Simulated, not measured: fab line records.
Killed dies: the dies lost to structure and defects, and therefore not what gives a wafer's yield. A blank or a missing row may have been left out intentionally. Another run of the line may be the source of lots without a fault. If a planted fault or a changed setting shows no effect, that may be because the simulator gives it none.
fab line records	flow sky130
record: lots: 13	wafers: 39	lastDay: 49
route steps=708 shown FIELD_ISO@28 PWDE@54 NWELL@79 VT_ADJUST_HVTP@91 PAD_OPEN@708
lots that met no fault: from a run of the same line without faults
startH: hours from the record's opening day to when the first of the lot's shown wafers began	waitH: hours elapsed since this lot's preceding step	" as in the row above	L1.1+2: a single row standing in for several wafers	- value missing, or start not given	* or withheld: withheld	< > ~ a bound
route shown NAME@n: NAME is a module with steps in the file, n the number in the route of the first one	usual: the fault-free wafers' mean and standard deviation	same: alike in all rows	chamber/n: place in a boat	sites: readings site by site	_std_site: standard deviation of those values	_edge_site: the outer-site mean with the inner-site mean subtracted	radiusMm: for every site, how far away it sits from the centre of the wafer	mask NAME#n: copy n	behind: the last tool/chamber to shape the wafer	hold: cause of the lot's hold/its duration in hours/its outcome	device: whichever transistor did not switch (one of n, p or np)	end of line: tests run on the same wafers once the route is complete	step lacking rows: just its recipe	killed: dies that structure and defects cost at the first sort, which is not the same as the wafer's yield	map: dies across one wafer; x = killed, . = not, _ = none there
set.NAME: the setting as run; set.NAME@STEP: as run at that earlier step	model.NAME: the simulator's own value behind a step, which no gauge read
one table for each step of the route and one row for each wafer, over a sample of lots
services: from which hour (startH, from the record's first day; less than 0 if before it) a tool's chamber was out of use, for how many hours, and why
== steps ==
step: SKY_FIELD_ISO_CMP_27
recipe: stopOn: Si3N4	tOverpolishS: 16	downForcePsi: 4	platenRpm: 60	targetThkNm: 457.8	padVelocityMS: 0.94248
usual: motorCurrentA: 12.3/1	overpolishRunS: 16.001/0.0096	slurryFlowMlMin: 149.9/0.47	timeToEndpointS: 112/4.2
lot.wafer	tool	chamber	startH	waitH	motorCurrentA	overpolishRunS	slurryFlowMlMin	timeToEndpointS
L798.2	cmp-02	1	32.46	0.0	12.0	16.001	150.7	114
L798.4	"	3	"	"	13.6	16.000	150.0	114
L798.6	"	2	"	"	10.8	15.998	149.0	118
L800.3	cmp-02	3	47.25	0.0	12.7	16.000	149.8	112
L800.1	"	0	"	"	11.0	15.997	150.1	104
L800.5	"	0	"	"	11.5	15.997	150.0	106
L801.4	cmp-02	0	52.91	0.1	11.0	15.991	150.3	105
L801.1	"	1	"	"	12.2	15.985	149.2	109
L801.5	"	0	"	"	11.2	16.005	149.5	106
L804.3	cmp-02	3	65.66	0.1	12.8	15.988	150.5	112
L804.2	"	0	"	"	10.2	16.013	150.0	105
L804.1	"	1	"	"	12.1	16.005	150.4	114
L811.1	cmp-02	3	99.61	0.1	13.1	16.004	150.0	117
L811.3	"	0	"	"	11.5	15.998	149.2	117
L811.6	"	2	"	"	11.2	16.006	150.7	119
L812.3	cmp-02	1	104.97	0.1	11.9	16.002	149.3	119
L812.5	"	2	"	"	11.3	15.998	150.4	118
L812.6	"	3	"	"	13.4	15.978	150.3	116
L813.4	cmp-01	1	123.74	0.0	13.2	15.996	150.4	116
L813.1	"	2	"	"	14.9	15.997	149.4	108
L813.2	"	0	"	"	11.7	16.005	149.8	117
L815.4	cmp-01	3	129.35	0.0	11.5	15.998	150.3	104
L815.5	"	3	"	"	11.5	16.024	150.4	109
L815.6	"	0	"	"	11.7	15.997	149.2	114
L817.2	cmp-01	3	135.90	0.2	10.4	16.001	150.3	110
L817.1	"	0	"	"	12.3	15.984	150.4	120
L817.6	"	2	"	"	14.1	16.004	149.5	109
L816.3	cmp-02	3	135.97	0.2	13.3	15.996	150.1	110
L816.1	"	0	"	"	11.6	16.004	149.7	110
L816.6	"	3	"	"	13.0	16.012	150.1	111
L818.4	cmp-01	0	137.50	0.1	12.2	16.004	149.9	116
L818.3	"	1	"	"	13.0	15.976	149.6	116
L818.6	"	2	"	"	13.1	16.001	150.2	111
L819.2	cmp-01	1	148.22	0.0	12.9	16.010	150.1	113
L819.1	"	2	"	"	13.7	15.988	149.8	112
L819.3	"	3	"	"	11.1	15.975	149.6	108
L820.1	cmp-01	3	149.45	0.1	11.5	16.002	150.7	109
L820.4	"	0	"	"	12.2	16.005	150.8	112
L820.6	"	2	"	"	13.6	16.001	150.5	108
step: SKY_PWDE_STRIP_09
recipe: chemistry: O2/N2	powerW: 1400	pressureMtorr: 1500	platenTempC: withheld	o2FlowSccm: 3000	n2FlowSccm: 300	overashFraction: 0.5
usual: drypumpMotorCurrentA: 5.50/0.29	oesProductAu: 0.723/0.0046	stripTimeToEndpointS: 36.94/0.14
lot.wafer	tool	chamber	startH	waitH	drypumpMotorCurrentA	oesProductAu	rfHoursCounterH	stripTimeToEndpointS
L798.2	plasmaAsher-02	1	64.68	0.1	5.08	0.722	37	36.76
L798.4	"	0	"	"	5.60	0.722	-	36.77
L798.6	"	0	"	"	5.56	0.733	-	36.74
L800.1	plasmaAsher-02	1	84.88	0.1	5.08	0.727	39	36.98
L800.3	"	1	"	"	5.11	0.723	-	37.07
L800.5	"	0	"	"	5.56	0.731	-	36.98
L801.1	plasmaAsher-01	1	91.33	0.1	5.85	0.728	29	36.75
L801.4	"	1	"	"	5.86	0.723	-	36.68
L801.5	"	0	"	"	5.44	0.721	-	36.90
L804.1	plasmaAsher-02	0	103.33	0.1	5.61	0.728	41	36.99
L804.2	"	1	"	"	5.12	0.729	41	36.95
L804.3	"	1	"	"	5.10	0.723	-	37.03
L811.1	plasmaAsher-02	1	137.62	0.1	5.09	0.723	45	36.87
L811.3	"	1	"	"	5.11	0.726	-	36.82
L811.6	"	1	"	"	5.06	0.721	-	36.82
L812.3	plasmaAsher-01	0	148.01	0.1	5.44	0.719	-	37.01
L812.5	"	1	"	"	5.82	0.720	-	36.89
L812.6	"	0	"	"	5.45	0.730	-	36.91
L813.1	plasmaAsher-02	0	171.73	0.1	5.58	0.717	48	36.89
L813.2	"	1	"	"	5.08	0.725	48	37.08
L813.4	"	1	"	"	5.08	0.723	-	36.87
L815.4	plasmaAsher-02	0	172.41	0.1	5.59	0.722	-	37.09
L815.5	"	1	"	"	5.09	0.726	-	37.07
L815.6	"	0	"	"	5.61	0.722	-	37.14
L817.1	plasmaAsher-02	1	178.68	0.1	5.10	0.722	49	36.99
L817.2	"	0	"	"	5.58	0.718	49	36.97
L817.6	"	0	"	"	5.56	0.716	-	37.10
L816.1	plasmaAsher-02	1	179.22	0.1	5.09	0.723	49	36.98
L816.3	"	1	"	"	5.09	0.728	-	36.88
L816.6	"	1	"	"	5.09	0.727	-	36.85
L818.3	plasmaAsher-01	1	180.31	0.1	5.84	0.717	-	36.74
L818.4	"	0	"	"	5.44	0.724	-	36.95
L818.6	"	1	"	"	5.84	0.717	-	36.87
L820.1	plasmaAsher-01	0	192.62	0.1	5.43	0.729	40	36.97
L820.4	"	0	"	"	5.43	0.726	-	36.93
L820.6	"	0	"	"	5.42	0.728	-	36.89
L819.1	plasmaAsher-02	0	192.97	0.1	5.58	0.726	50	36.85
L819.2	"	1	"	"	5.06	0.716	50	36.75
L819.3	"	1	"	"	5.05	0.722	-	36.70
step: SKY_NWELL_TW_MEAS_26
usual: NWELL_2_TW: 500/7
lot.wafer	tool	chamber	startH	waitH	NWELL_2_TW
L798.2	filmMetro-01	-	99.74	0.1	511
L798.4	"	-	"	"	512
L798.6	"	-	"	"	513
L800.1	filmMetro-02	-	121.58	0.1	502
L800.3	"	-	"	"	500
L800.5	"	-	"	"	499
L801.1	filmMetro-01	-	128.42	0.1	508
L801.4	"	-	"	"	509
L801.5	"	-	"	"	505
L804.1	filmMetro-02	-	138.18	0.1	500
L804.2	"	-	"	"	498
L804.3	"	-	"	"	501
L811.1	filmMetro-03	-	179.13	0.1	489
L811.3	"	-	"	"	490
L811.6	"	-	"	"	489
L812.3	filmMetro-03	-	188.45	0.1	488
L812.5	"	-	"	"	487
L812.6	"	-	"	"	487
L813.1	filmMetro-02	-	215.28	0.1	498
L813.2	"	-	"	"	500
L813.4	"	-	"	"	497
L815.4	filmMetro-02	-	216.66	0.1	499
L815.5	"	-	"	"	502
L815.6	"	-	"	"	499
L817.1	filmMetro-01	-	222.82	0.1	505
L817.2	"	-	"	"	505
L817.6	"	-	"	"	505
L816.1	filmMetro-03	-	224.28	0.1	491
L816.3	"	-	"	"	492
L816.6	"	-	"	"	492
L818.3	filmMetro-01	-	225.00	0.1	506
L818.4	"	-	"	"	506
L818.6	"	-	"	"	506
L820.1	filmMetro-03	-	236.93	0.1	489
L820.4	"	-	"	"	492
L820.6	"	-	"	"	490
L819.1	filmMetro-02	-	237.25	0.1	501
L819.2	"	-	"	"	501
L819.3	"	-	"	"	500
step: SKY_VT_ADJUST_HVTP_DEVELOP_06
recipe: resist: NOVOLAK	developer: TMAH	developTimeS: 60	devTempC: 23
usual: developerTempC: 22.99/0.11
lot.wafer	tool	chamber	startH	waitH	developerTempC
L798.2	lithoTrack-03	0	117.82	0.1	22.90
L798.4	"	0	"	"	22.79
L798.6	"	0	"	"	22.67
L800.1	lithoTrack-02	0	138.79	0.1	22.80
L800.3	"	0	"	"	22.84
L800.5	"	0	"	"	22.88
L801.1	lithoTrack-01	0	146.99	0.1	22.97
L801.4	"	0	"	"	23.24
L801.5	"	0	"	"	22.86
L804.1	lithoTrack-02	0	157.89	0.1	22.92
L804.2	"	0	"	"	23.02
L804.3	"	0	"	"	23.12
L811.1	lithoTrack-02	0	200.84	0.1	25.26
L811.3	"	0	"	"	25.26
L811.6	"	0	"	"	25.32
L812.3	lithoTrack-02	0	210.29	0.1	25.24
L812.5	"	0	"	"	25.16
L812.6	"	0	"	"	25.27
L813.1	lithoTrack-01	0	236.49	0.1	23.07
L813.2	"	0	"	"	23.06
L813.4	"	0	"	"	22.95
L815.4	lithoTrack-01	0	238.11	0.1	23.01
L815.5	"	0	"	"	23.01
L815.6	"	0	"	"	23.23
L817.1	lithoTrack-01	0	243.04	0.1	22.78
L817.2	"	0	"	"	22.84
L817.6	"	0	"	"	22.95
L816.1	lithoTrack-01	0	245.94	0.1	23.07
L816.3	"	0	"	"	23.20
L816.6	"	0	"	"	23.17
L818.3	lithoTrack-01	0	246.94	0.1	22.94
L818.4	"	0	"	"	22.83
L818.6	"	0	"	"	22.93
L820.1	lithoTrack-03	0	260.29	0.1	23.07
L820.4	"	0	"	"	23.01
L820.6	"	0	"	"	22.91
L819.1	lithoTrack-03	0	260.94	0.1	23.11
L819.2	"	0	"	"	23.07
L819.3	"	0	"	"	23.14
step: SKY_PAD_OPEN_PROBE_99
usual: killed_at_M0_to_M3: 44/6.5	killed_at_M4_up: 3.3/1.9	killedAtContacts: 23/4.7	killedAtFrontEnd: 15/4.5	killedAtOther: 0.2/0.52	killedDies: 86/8.9	killedOnRim: 17/3.7	killedOpen: 47/6.8	killedShort: 39/6.1
same: grossDies: 492	killedAtBackSide: 0
lot.wafer	tool	chamber	startH	waitH	killed_at_M0_to_M3	killed_at_M4_up	killedAtContacts	killedAtFrontEnd	killedAtOther	killedDies	killedOnRim	killedOpen	killedShort
L798.2	prober-01	-	1057.68	0.1	41	3	25	16	1	86	21	50	36
L798.4	prober-01	-	1057.78	0.2	42	1	16	23	0	82	10	41	41
L798.6	prober-01	-	1057.88	0.2	41	4	20	22	0	87	17	45	42
L800.1	prober-02	-	1079.71	0.1	57	1	25	20	0	103	18	63	40
L800.3	prober-02	-	1079.81	0.2	49	2	19	10	1	81	17	48	33
L800.5	prober-02	-	1079.91	0.2	46	3	25	19	1	94	19	59	35
L801.1	prober-01	-	1097.16	0.1	43	4	23	20	0	90	20	40	50
L801.4	prober-01	-	1097.31	0.2	38	2	16	16	0	72	13	33	39
L801.5	prober-01	-	1097.36	0.2	49	3	31	15	0	98	13	51	47
L804.1	prober-02	-	1106.56	0.1	46	5	18	16	0	85	24	47	38
L804.2	prober-02	-	1106.61	0.1	59	1	21	19	0	100	23	55	45
L804.3	prober-02	-	1106.66	0.2	37	4	26	20	0	87	18	49	38
L811.1	prober-02	-	1139.14	0.1	40	2	37	15	0	94	17	60	34
L811.3	prober-02	-	1139.24	0.2	49	4	18	17	0	88	19	42	46
L811.6	prober-02	-	1139.39	0.2	39	2	25	10	0	76	10	39	37
L812.3	prober-01	-	1144.42	0.2	44	5	20	17	0	86	17	48	38
L812.5	prober-01	-	1144.52	0.2	38	2	13	16	0	69	16	41	28
L812.6	prober-01	-	1144.57	0.2	37	3	27	10	0	77	13	45	32
L813.1	prober-01	-	1166.10	0.1	42	5	22	13	0	82	16	50	32
L813.2	prober-01	-	1166.15	0.1	32	3	27	14	0	76	13	41	35
L813.4	prober-01	-	1166.25	0.2	34	4	29	12	0	79	22	42	37
L815.4	prober-02	-	1174.82	0.2	51	3	21	11	0	86	13	46	40
L815.5	prober-02	-	1174.87	0.2	38	2	29	17	0	86	17	44	42
L815.6	prober-02	-	1174.92	0.2	51	4	20	25	0	100	14	52	48
L817.1	prober-01	-	1180.37	0.1	44	0	27	21	0	92	17	50	42
L817.2	prober-01	-	1180.42	0.1	47	3	20	10	1	81	21	53	28
L817.6	prober-01	-	1180.62	0.2	61	5	28	15	1	110	20	70	40
L818.3	prober-02	-	1180.56	0.2	40	6	24	10	0	80	20	40	40
L818.4	prober-02	-	1180.61	0.2	37	6	25	11	0	79	16	39	40
L818.6	prober-02	-	1180.71	0.2	33	2	22	12	0	69	10	36	33
L816.1	prober-01	-	1180.67	0.2	54	4	24	19	0	101	21	55	46
L816.3	prober-01	-	1180.77	0.2	48	3	17	12	1	81	12	41	40
L816.6	prober-01	-	1180.92	0.3	48	3	32	15	0	98	22	49	49
L820.1	prober-02	-	1185.71	0.1	44	1	19	15	0	79	19	40	39
L820.4	prober-02	-	1185.86	0.2	44	3	25	10	1	83	13	49	34
L820.6	prober-02	-	1185.96	0.2	49	2	28	8	0	87	16	41	46
L819.1	prober-01	-	1186.41	0.1	41	0	26	12	0	79	11	39	40
L819.2	prober-01	-	1186.46	0.1	45	4	26	14	1	90	19	49	41
L819.3	prober-01	-	1186.51	0.2	46	3	18	16	0	83	15	45	38
killed by level:class
L798.2 VIA1:geometricParticle:open=10 CONTACT:geometricParticle:open=10 VIA2:geometricParticle:open=6 LI_CONTACT:geometricParticle:open=5 VIA3:geometricParticle:open=5 CONTACT:geometricParticle:short=5 VIA1:geometricParticle:short=5 METAL1:geometricParticle:short=5
L798.4 FIELD_ISO:geometricParticle:short=10 VIA3:geometricParticle:open=10 VIA1:geometricParticle:short=10 LI_CONTACT:geometricParticle:open=6 CONTACT:geometricParticle:open=6 VIA1:geometricParticle:open=5 POLY_GATE:geometricParticle:open=4 POLY_CUT:geometricParticle:open=3
L798.6 VIA1:geometricParticle:open=9 POLY_GATE:geometricParticle:short=8 CONTACT:geometricParticle:open=8 LI_CONTACT:geometricParticle:open=5 VIA3:geometricParticle:open=5 VIA1:geometricParticle:short=5 VIA2:geometricParticle:short=4 POLY_GATE:geometricParticle:open=4
L800.1 VIA1:geometricParticle:open=16 CONTACT:geometricParticle:open=12 FIELD_ISO:geometricParticle:open=7 METAL1:geometricParticle:short=7 VIA2:geometricParticle:open=7 LI_CONTACT:geometricParticle:open=6 POLY_GATE:geometricParticle:short=5 METAL3:geometricParticle:short=5
L800.3 VIA1:geometricParticle:open=12 VIA2:geometricParticle:open=10 CONTACT:geometricParticle:open=5 VIA1:geometricParticle:short=5 VIA2:geometricParticle:short=5 FIELD_ISO:geometricParticle:open=4 POLY_GATE:geometricParticle:short=4 LI_CONTACT:geometricParticle:open=4
L800.5 LI_CONTACT:geometricParticle:open=11 VIA1:geometricParticle:open=10 VIA3:geometricParticle:open=8 FIELD_ISO:geometricParticle:open=7 VIA2:geometricParticle:open=7 METAL1:geometricParticle:short=6 CONTACT:geometricParticle:short=5 VIA1:geometricParticle:short=5
L801.1 VIA1:geometricParticle:short=10 CONTACT:geometricParticle:open=9 VIA1:geometricParticle:open=7 POLY_GATE:geometricParticle:short=6 METAL2:geometricParticle:short=5 VIA2:geometricParticle:open=5 LI_CONTACT:geometricParticle:short=4 POLY_GATE:geometricParticle:open=4
L801.4 VIA1:geometricParticle:open=10 FIELD_ISO:geometricParticle:short=7 CONTACT:geometricParticle:short=6 CONTACT:geometricParticle:open=6 METAL1:geometricParticle:short=5 VIA3:geometricParticle:short=4 FIELD_ISO:geometricParticle:open=3 VIA1:geometricParticle:short=3
L801.5 CONTACT:geometricParticle:open=14 VIA1:geometricParticle:open=12 LOCAL_INTERCONNECT:geometricParticle:short=9 VIA3:geometricParticle:open=9 VIA1:geometricParticle:short=6 METAL2:geometricParticle:short=5 VIA3:geometricParticle:short=5 FIELD_ISO:geometricParticle:open=4
L804.1 VIA1:geometricParticle:open=11 VIA3:geometricParticle:open=8 CONTACT:geometricParticle:open=8 FIELD_ISO:geometricParticle:short=7 FIELD_ISO:geometricParticle:open=6 METAL2:geometricParticle:short=6 VIA2:geometricParticle:open=6 VIA1:geometricParticle:short=5
L804.2 CONTACT:geometricParticle:open=11 VIA1:geometricParticle:open=11 VIA2:geometricParticle:open=9 VIA3:geometricParticle:open=9 VIA1:geometricParticle:short=8 FIELD_ISO:geometricParticle:open=5 FIELD_ISO:geometricParticle:short=5 POLY_GATE:geometricParticle:short=5
L804.3 CONTACT:geometricParticle:open=10 VIA1:geometricParticle:open=9 LI_CONTACT:geometricParticle:open=7 FIELD_ISO:geometricParticle:open=6 LOCAL_INTERCONNECT:geometricParticle:short=5 VIA3:geometricParticle:open=5 POLY_GATE:geometricParticle:short=4 METAL1:geometricParticle:short=4
L811.1 CONTACT:geometricParticle:open=18 LI_CONTACT:geometricParticle:open=9 VIA1:geometricParticle:open=9 VIA3:geometricParticle:open=8 LOCAL_INTERCONNECT:geometricParticle:short=7 VIA1:geometricParticle:short=7 POLY_GATE:geometricParticle:short=4 POLY_GATE:geometricParticle:open=4
L811.3 VIA1:geometricParticle:open=11 METAL2:geometricParticle:short=11 CONTACT:geometricParticle:open=7 VIA3:geometricParticle:short=7 FIELD_ISO:geometricParticle:short=5 LI_CONTACT:geometricParticle:open=5 POLY_GATE:geometricParticle:short=4 METAL3:geometricParticle:short=4
L811.6 CONTACT:geometricParticle:short=8 VIA1:geometricParticle:open=8 METAL1:geometricParticle:short=7 VIA2:geometricParticle:open=7 CONTACT:geometricParticle:open=6 LOCAL_INTERCONNECT:geometricParticle:short=5 METAL2:geometricParticle:short=5 VIA1:geometricParticle:short=4
L812.3 VIA3:geometricParticle:open=9 VIA2:geometricParticle:open=9 VIA1:geometricParticle:open=8 FIELD_ISO:geometricParticle:short=6 CONTACT:geometricParticle:open=6 METAL1:geometricParticle:short=6 LOCAL_INTERCONNECT:geometricParticle:short=4 LI_CONTACT:geometricParticle:short=4
L812.5 VIA1:geometricParticle:open=10 VIA2:geometricParticle:open=6 FIELD_ISO:geometricParticle:short=5 LI_CONTACT:geometricParticle:open=4 CONTACT:geometricParticle:open=4 METAL1:geometricParticle:open=4 VIA2:geometricParticle:short=4 FIELD_ISO:geometricParticle:open=3
L812.6 VIA2:geometricParticle:open=8 LI_CONTACT:geometricParticle:open=8 CONTACT:geometricParticle:open=8 CONTACT:geometricParticle:short=6 VIA1:geometricParticle:open=5 FIELD_ISO:geometricParticle:open=4 VIA3:geometricParticle:open=4 METAL2:geometricParticle:short=4
L813.1 CONTACT:geometricParticle:open=9 VIA1:geometricParticle:open=8 POLY_GATE:geometricParticle:open=7 LI_CONTACT:geometricParticle:open=7 METAL2:geometricParticle:short=7 METAL1:geometricParticle:short=6 VIA3:geometricParticle:open=6 VIA2:geometricParticle:open=5
L813.2 CONTACT:geometricParticle:open=9 VIA1:geometricParticle:open=8 LI_CONTACT:geometricParticle:open=7 METAL2:geometricParticle:short=6 LOCAL_INTERCONNECT:geometricParticle:short=5 VIA3:geometricParticle:open=5 POLY_GATE:geometricParticle:short=4 SPACER:geometricParticle:open=4
L813.4 CONTACT:geometricParticle:open=14 VIA1:geometricParticle:open=8 LI_CONTACT:geometricParticle:open=5 METAL2:geometricParticle:short=5 CONTACT:geometricParticle:short=4 METAL1:geometricParticle:short=4 VIA1:geometricParticle:short=4 VIA2:geometricParticle:open=4
L815.4 VIA1:geometricParticle:open=14 VIA3:geometricParticle:open=8 METAL2:geometricParticle:short=8 LOCAL_INTERCONNECT:geometricParticle:short=6 CONTACT:geometricParticle:open=6 CONTACT:geometricParticle:short=4 METAL1:geometricParticle:short=4 VIA1:geometricParticle:short=4
L815.5 CONTACT:geometricParticle:open=12 VIA1:geometricParticle:open=11 VIA1:geometricParticle:short=7 LI_CONTACT:geometricParticle:open=6 LOCAL_INTERCONNECT:geometricParticle:short=5 FIELD_ISO:geometricParticle:short=4 FIELD_ISO:geometricParticle:open=4 POLY_GATE:geometricParticle:short=4
L815.6 VIA1:geometricParticle:open=16 FIELD_ISO:geometricParticle:short=8 METAL1:geometricParticle:short=6 LI_CONTACT:geometricParticle:open=6 CONTACT:geometricParticle:short=6 VIA2:geometricParticle:open=6 POLY_GATE:geometricParticle:short=5 METAL2:geometricParticle:short=5
L817.1 VIA1:geometricParticle:open=12 LI_CONTACT:geometricParticle:open=8 FIELD_ISO:geometricParticle:short=7 CONTACT:geometricParticle:open=7 CONTACT:geometricParticle:short=7 VIA2:geometricParticle:open=6 POLY_GATE:geometricParticle:short=5 VIA1:geometricParticle:short=5
L817.2 VIA1:geometricParticle:open=15 VIA3:geometricParticle:open=9 CONTACT:geometricParticle:open=7 VIA2:geometricParticle:open=7 FIELD_ISO:geometricParticle:open=5 LI_CONTACT:geometricParticle:open=5 LOCAL_INTERCONNECT:geometricParticle:short=4 METAL2:geometricParticle:short=4
L818.3 CONTACT:geometricParticle:open=12 VIA1:geometricParticle:open=8 CONTACT:geometricParticle:short=6 METAL1:geometricParticle:short=5 METAL2:geometricParticle:short=5 FIELD_ISO:geometricParticle:short=4 LI_CONTACT:geometricParticle:open=4 VIA1:geometricParticle:short=4
L818.4 VIA1:geometricParticle:open=9 CONTACT:geometricParticle:open=7 VIA3:geometricParticle:open=7 LI_CONTACT:geometricParticle:open=6 FIELD_ISO:geometricParticle:short=5 LI_CONTACT:geometricParticle:short=5 METAL4:geometricParticle:short=4 CONTACT:geometricParticle:short=4
L817.6 VIA1:geometricParticle:open=19 CONTACT:geometricParticle:open=12 VIA3:geometricParticle:open=10 FIELD_ISO:geometricParticle:open=7 LI_CONTACT:geometricParticle:open=6 VIA2:geometricParticle:open=6 LI_CONTACT:geometricParticle:short=5 METAL1:geometricParticle:short=5
L816.1 LI_CONTACT:geometricParticle:open=10 VIA1:geometricParticle:open=10 METAL2:geometricParticle:short=9 VIA3:geometricParticle:open=7 FIELD_ISO:geometricParticle:open=6 POLY_GATE:geometricParticle:short=6 CONTACT:geometricParticle:short=6 METAL1:geometricParticle:short=6
L818.6 LI_CONTACT:geometricParticle:open=12 METAL1:geometricParticle:short=7 VIA1:geometricParticle:open=6 POLY_GATE:geometricParticle:short=5 CONTACT:geometricParticle:open=5 VIA2:geometricParticle:open=5 METAL2:geometricParticle:short=4 LOCAL_INTERCONNECT:geometricParticle:short=3
L816.3 VIA2:geometricParticle:open=12 VIA1:geometricParticle:open=10 LI_CONTACT:geometricParticle:open=6 LOCAL_INTERCONNECT:geometricParticle:short=6 METAL1:geometricParticle:short=6 VIA3:geometricParticle:short=6 CONTACT:geometricParticle:open=4 VIA3:geometricParticle:open=4
L816.6 CONTACT:geometricParticle:open=12 METAL2:geometricParticle:short=10 VIA3:geometricParticle:open=10 LI_CONTACT:geometricParticle:open=7 VIA1:geometricParticle:open=7 CONTACT:geometricParticle:short=6 METAL1:geometricParticle:short=5 VIA1:geometricParticle:short=5
L820.1 VIA1:geometricParticle:open=8 CONTACT:geometricParticle:open=8 METAL1:geometricParticle:short=8 FIELD_ISO:geometricParticle:open=6 METAL2:geometricParticle:short=6 VIA3:geometricParticle:open=6 VIA1:geometricParticle:short=5 FIELD_ISO:geometricParticle:short=4
L820.4 VIA1:geometricParticle:open=10 VIA2:geometricParticle:open=9 CONTACT:geometricParticle:open=7 LOCAL_INTERCONNECT:geometricParticle:short=6 VIA3:geometricParticle:open=6 LI_CONTACT:geometricParticle:open=5 POLY_GATE:geometricParticle:open=4 METAL1:geometricParticle:short=4
L820.6 VIA1:geometricParticle:open=14 VIA2:geometricParticle:open=9 LOCAL_INTERCONNECT:geometricParticle:short=8 CONTACT:geometricParticle:short=8 METAL2:geometricParticle:short=6 METAL1:geometricParticle:short=6 LI_CONTACT:geometricParticle:open=5 VIA1:geometricParticle:short=5
L819.1 CONTACT:geometricParticle:open=10 VIA3:geometricParticle:open=9 VIA1:geometricParticle:open=7 METAL2:geometricParticle:short=6 FIELD_ISO:geometricParticle:short=5 LI_CONTACT:geometricParticle:open=5 LI_CONTACT:geometricParticle:short=5 VIA2:geometricParticle:open=5
L819.2 VIA1:geometricParticle:open=14 CONTACT:geometricParticle:open=10 POLY_GATE:geometricParticle:short=7 LI_CONTACT:geometricParticle:open=7 VIA2:geometricParticle:open=6 METAL2:geometricParticle:short=5 VIA3:geometricParticle:open=5 VIA2:geometricParticle:short=4
L819.3 VIA1:geometricParticle:open=9 VIA3:geometricParticle:open=9 METAL1:geometricParticle:short=7 FIELD_ISO:geometricParticle:open=5 CONTACT:geometricParticle:open=5 VIA2:geometricParticle:open=5 POLY_GATE:geometricParticle:short=4 CONTACT:geometricParticle:short=4
== services ==
tool	chamber	startH	hours	kind
plasmaAsher-01	-	44.83	2.3	repair
cmp-01	-	64.03	4.0	pm
cmp-01	-	68.03	-	consumableReplace:conditioner
cmp-01	-	68.03	-	consumableReplace:pad
cmp-02	-	69.30	2.6	repair
cmp-01	-	91.08	0.9	repair
plasmaAsher-01	-	92.40	3.8	repair
cmp-01	-	108.17	1.5	repair
plasmaAsher-02	-	114.53	4.2	repair
cmp-02	-	147.39	2.4	repair
cmp-02	-	157.66	4.9	pm
cmp-02	-	174.19	2.8	repair
cmp-02	-	199.29	1.8	repair
cmp-02	-	232.53	4.0	pm
cmp-02	-	236.53	-	consumableReplace:conditioner
cmp-02	-	236.53	-	consumableReplace:pad
== key ==
firstSign: step: SKY_VT_ADJUST_HVTP_DEVELOP_06	reading: developerTempC	direction: up	sigmas: 21	usual: *	struck: *
effect none on later readings
metAt SKY_VT_ADJUST_HVTP_DEVELOP_06
struckLots L811,L812
testerLeftOut L811,L812
notActingAt SKY_FIELD_ISO_CMP_27,SKY_PWDE_STRIP_09,SKY_NWELL_TW_MEAS_26
onsetBetween 157.89 200.84
fault: kind: processParameterDrift	tool: lithoTrack-02	chamber: -	onsetH: 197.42	steps: SKY_VT_ADJUST_HVTP_DEVELOP_06	channel: devTempC	offset: *	shape: step	endH: 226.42	actsIn: *	stated: *
testerLeftOut: of these lots the tester's yield and bins aren't shown, on N5 and GAA mostly nor the transistor test; their killed dies are dies lost to structure and defects alone, not to doping, threshold or leakage, so they don't give the yield
